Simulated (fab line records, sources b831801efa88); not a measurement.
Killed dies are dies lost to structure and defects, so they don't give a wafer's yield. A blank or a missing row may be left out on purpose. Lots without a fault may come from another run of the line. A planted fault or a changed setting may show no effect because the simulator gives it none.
Chamber matching | flow sfq_line | SFQ_TRILAYER_I2_VIA_ETCH_VIA_ETCH_070 on rie_diel-03: 3 sister chambers
The step etches SiO2 in CHF3, stops on Nb, target depth 260 nm. 3 wafers are shown with their chamber, then 5 later ones without.

WAFERS WITH THEIR CHAMBER
wafer  | chamber | drypump_motor_current_A (A)
L439.3 | 0       | 5.2
L442.1 | 3       | 6.0
L442.3 | 2       | 5.7

WAFERS WITHOUT THEIR CHAMBER
wafer  | drypump_motor_current_A (A)
L442.4 | 6.0
L458.1 | 5.2
L458.2 | 5.8
L460.1 | 5.7
L460.3 | 6.0

WHICH CHAMBER EACH WENT THROUGH
wafer  | from the rows above | in truth
L442.4 | 3                   | 3
L458.1 | 0                   | 0
L458.2 | 2                   | 2
L460.1 | 2                   | 2
L460.3 | 3                   | 3
Placed correctly: 5 of 5. Can't be placed from these rows: 0. Placed wrongly: 0.
How it was worked out, from the rows above alone: a wafer's distance from a chamber is the root of the sum, over the readings, of the square of ((its reading less the chamber's mean) divided by the reading's scatter). The wafer belongs to the nearest chamber; if the next one is less than 2 further off, it can't be placed. A chamber's mean is the mean of its shown wafers. The scatter: with one shown wafer a chamber, the root of the mean of the squares of how far each hidden wafer lies from its nearest shown one.
